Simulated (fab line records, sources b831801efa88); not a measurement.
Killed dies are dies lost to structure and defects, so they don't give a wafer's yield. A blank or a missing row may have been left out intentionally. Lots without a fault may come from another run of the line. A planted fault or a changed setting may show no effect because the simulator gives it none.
8D (eight disciplines) problem report, filled in by code | flow sfq_line | the parts of the form that need people (team, actions taken, sign-off) are left out

## 1. WHAT IS WRONG
M0_NB_RS at SFQ_M0_RS_MEAS_904 reads a mean of 0.815 ohm/sq on 3 wafers of 2 lots; wafers without a fault read 0.893 ohm/sq with a standard deviation of 0.012. That is -6.5 standard deviations from the usual mean.
The step: measures by four-point-probe.
First observed at day 10 12:09: wafer L992.4, on film_metro-02. The record has a number at this step for 18 wafers belonging to 6 lots. Rule for "out" (also "out of limits"): further than 4 standard deviations from the usual mean. The other wafers with a number count as sound.

## 2. WHAT IT IS, AND WHAT IT ISN'T
question                    | is                           | is not
which readings at this step | M0_NB_RS                     | -
which lots                  | L992, L993                   | L100, L101, L104, L989
which wafers of those lots  | L992.4, L993.3, L993.5       | L992.2, L992.5, L993.6
read on which gauges        | film_metro-02, film_metro-03 | film_metro-04
when                        | from day 10 12:09            | up to then (5 sound wafers); but 10 sound wafers of L100, L101, L104, L993 came after

## 3. THE SUSPECTS, EACH WITH WHAT RULES IT OUT
Counting: any tool at a process step up to the reading remains a suspect provided it ran every lot that is out. Sound lots after the first of them don't rule it out here, since some wafers of a struck lot are sound.
- the gauge at SFQ_M0_RS_MEAS_904 is ruled out. 2 gauges (film_metro-02, film_metro-03) read the wafers that are out.
- pvd_sputter-06 at SFQ_TRILAYER_M0_DEP_SPUTTER_019 (material Nb, target thk 200 nm, time 133.3 s): kept. It ran every lot that is out, first L992 (day 10 12:02). Its own readings are out on those wafers: cathode_dc_power_W.
The count leaves pvd_sputter-06 at SFQ_TRILAYER_M0_DEP_SPUTTER_019.

## 4. THE CAUSE (what the simulator had put in)
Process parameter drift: pvd_sputter-06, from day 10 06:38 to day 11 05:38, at SFQ_TRILAYER_M0_DEP_SPUTTER_019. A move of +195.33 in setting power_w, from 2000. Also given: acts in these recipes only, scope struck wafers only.
Only this tool survived the counting.

## 5. THE EFFECT CHAIN, in route order
Rows list readings where the struck wafers' mean (over those with a number) sits beyond 3 standard deviations from the usual. Only readings for which the record gives a usual standard deviation are gone through. hours: the time from each lot's start at the first step in this table that gives one to its start at this step, as a median over the lots. sigmas: the change in usual standard deviations.
hours | step                                | reading            | usual        | on struck wafers | change | sigmas
0     | SFQ_TRILAYER_M0_DEP_SPUTTER_019     | cathode_dc_power_W | 2000.0 W     | 2195.2           | +195.2 | +99 or more
0     | SFQ_M0_RS_MEAS_904                  | M0_NB_RS           | 0.893 ohm/sq | 0.815            | -0.078 | -6.5
124   | SFQ_TRILAYER_M0_ETCH_METAL_ETCH_024 | oes_product_au     | 0.893 a.u.   | 0.941            | +0.048 | +5.8
Here are the process steps it includes:
- SFQ_TRILAYER_M0_DEP_SPUTTER_019: material Nb, target thk 200 nm, time 133.3 s.
- SFQ_TRILAYER_M0_ETCH_METAL_ETCH_024: etches Nb in Cl2/Ar, stops on SiO2, target depth 240 nm, time 120 s.
Later steps that measure or inspect, where all struck wafers having a row at the step show a number for every such reading and not one has moved that far: SFQ_M0_OVL_MEAS_906, SFQ_I0_BOW_MEAS_907, SFQ_I0_OVL_MEAS_908, SFQ_M8_BOW_MEAS_951.

## 6. HOW IT WOULD HAVE BEEN CAUGHT EARLIER
Counted from the fault's start at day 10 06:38, it took 6 hours until the first out-of-limits reading at a measuring or inspecting step in this record, taken at day 10 12:09.
The tool's own readings at SFQ_TRILAYER_M0_DEP_SPUTTER_019 were out on every struck wafer that the step has a row for (cathode_dc_power_W): an alarm limit on them would have fired on the first of those.
Lots out: 2; of these, L993 started SFQ_TRILAYER_M0_DEP_SPUTTER_019 on pvd_sputter-06 after day 10 12:09. Had the tool been put on hold then, it would have been spared.
